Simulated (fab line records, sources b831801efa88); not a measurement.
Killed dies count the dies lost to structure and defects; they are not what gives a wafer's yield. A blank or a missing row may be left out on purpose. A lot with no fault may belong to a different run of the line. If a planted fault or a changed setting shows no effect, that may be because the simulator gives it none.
8D (eight disciplines) problem report, filled in by code    flow gf180mcu    the parts of the form that need people (team, actions taken, sign-off) are left out

== 1. WHAT WENT WRONG ==
Wafers without a fault read 85.70 W, standard deviation 0.087; heater_power_total_W at GF_M4_PEB_12 reads a mean of 86.76 W on 6 wafers belonging to 2 lots. Relative to the usual mean, that is a shift of +12 standard deviations.
The step: peb time 90 s.
Seen first at day 27 09:29 on litho_track-03, wafer L105.4. The record has a number at this step for 42 wafers belonging to 14 lots. The rule behind "out" and "out of limits": a value lying over 4 standard deviations away from the usual mean. The rest of the wafers with a number are treated as sound.

== 2. WHAT IT IS, WHAT IT ISN'T ==
question                     is                                  is not
which readings at this step  heater_power_total_W, plate_temp_C  -
which lots                   L105, L108                          L100, L101, L102, L113, L114, L993, L994, L995, L996, L997, L998, L999
which wafers of those lots   all that have a number              -
read on which tools          litho_track-03                      litho_track-01, litho_track-02
when                         from day 27 09:29                   up to then (30 sound wafers); but 6 sound wafers of L113, L114 came after

== 3. THE SUSPECTS, EACH WITH WHAT RULES IT OUT ==
Counting: a tool stays on the suspect list if, at a process step up to the reading, it processed all lots that are out and no sound lot following the first of them.
- litho_track-03 at GF_M4_PEB_12 (peb time 90 s): kept. It ran every lot that is out, first L105 (day 27 09:29), and no sound lot after that; its last sound lot up to then is L102 (day 26 20:17). Its own heater_power_total_W, plate_temp_C readings are out on those wafers.
After counting, what remains is litho_track-03 at GF_M4_PEB_12.

== 4. THE CAUSE (what the simulator had put in) ==
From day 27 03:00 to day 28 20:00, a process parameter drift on litho_track-03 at GF_M4_PEB_12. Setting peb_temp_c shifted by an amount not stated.
The count eliminated every tool but this one.

== 5. THE EFFECT CHAIN, in route order ==
Each row: a reading where the mean over the struck wafers with a number is more than 3 standard deviations away from the usual. Scope: only readings with a usual standard deviation given in the record; hours: median across lots of the time from each lot's start at the first step in this table that gives one to its start at this step; sigmas: change in usual standard deviations.
hours  step          reading               usual     on struck wafers  change  sigmas
0      GF_M4_PEB_12  heater_power_total_W  85.70 W   86.76             +1.06   +12
0      GF_M4_PEB_12  plate_temp_C          134.98 C  136.29            +1.31   +11
It contains these process steps:
- GF_M4_PEB_12: peb time 90 s.

== 6. HOW IT WOULD HAVE BEEN CAUGHT EARLIER ==
First out-of-limits reading in this record: day 27 09:29, which is 6 hours after fault onset at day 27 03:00.
